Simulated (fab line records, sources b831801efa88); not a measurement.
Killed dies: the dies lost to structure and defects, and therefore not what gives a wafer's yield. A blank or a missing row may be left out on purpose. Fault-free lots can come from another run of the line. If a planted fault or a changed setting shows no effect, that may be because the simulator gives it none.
2 desks, one fault	flow sky130	only its own numbers are on each desk; what lay behind them is given at the end

== THE METROLOGY DESK ==
What the gauges read, lot by lot, whatever tool the lot ran on: means of the sampled wafers that have a number. Any lot whose mean is over 4 standard deviations away from the usual mean is out of limits and marked OUT; that distance is given in the brackets.
Columns: A = SPACER_CVD_00_THK at SKY_SPACER_THK_MEAS_01, usual 43.0 nm; B = LI_CONTACT_HDPCVD_THK at SKY_LI_CONTACT_THK_MEAS_01, usual 928 nm
lot	first seen here	A	B
L729	day 23 12:00	43.6	921
L731	day 24 11:09	43.5	930
L733	day 25 08:47	43.0	926
L735	day 25 18:58	43.1	940
L736	day 26 10:06	42.3	916
L738	day 26 22:53	42.9	912
L739	day 27 10:12	43.1	924
L740	day 27 18:17	43.1	934
L741	day 28 01:01	42.6	932
L742	day 28 10:04	32.1 (-28) OUT	938
L743	day 28 20:44	32.5 (-27) OUT	940
Per this desk, out of limits: L742, L743; the first was L742, day 28 10:04 (SPACER_CVD_00_THK at SKY_SPACER_THK_MEAS_01). In limits: L729, L731, L733, L735, L736, L738, L739, L740, L741.

== DESK OF THE TOOL OWNER: lpcvd-02 ==
The tool's own readings at SKY_SPACER_CVD_00 (deposits Si3N4 from DCS/NH3, target thk 43.1 nm, time 740 s): means of the sampled wafers that have a number, for each lot that ran on this tool. Any lot whose mean is over 4 standard deviations away from the usual mean is out of limits and marked OUT; that distance is given in the brackets.
Columns: A = spike tc top C at SKY_SPACER_CVD_00, usual 780.3 C
lot	first seen here	A
L729	day 23 10:47	780.5
L731	day 24 09:56	781.0
L733	day 25 07:34	780.9
L735	day 25 17:08	779.4
L736	day 26 08:54	780.5
L738	day 26 21:41	779.9
L739	day 27 08:59	779.9
L740	day 27 17:04	780.2
L741	day 27 23:47	779.8
L742	day 28 08:50	779.5
L743	day 28 19:32	780.4
Result from this desk: across the 11 lots, nothing is out of limits.

== TAKEN TOGETHER ==
At day 28 10:04 the metrology desk could have sounded an alarm, on L742, L743.
The tool owner's desk saw nothing out of limits.
Tool owner's desk: L742, L743 on record, inside its limits.
SKY_SPACER_CVD_00 was run on lpcvd-02 by each of the lots named.

== WHAT THE SIMULATOR HAD INSERTED ==
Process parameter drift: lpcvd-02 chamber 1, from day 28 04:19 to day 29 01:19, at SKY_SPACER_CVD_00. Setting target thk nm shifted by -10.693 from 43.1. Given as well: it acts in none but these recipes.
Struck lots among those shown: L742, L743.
Hours from the fault's start to each desk's first reading out of limits: the metrology desk, 6.
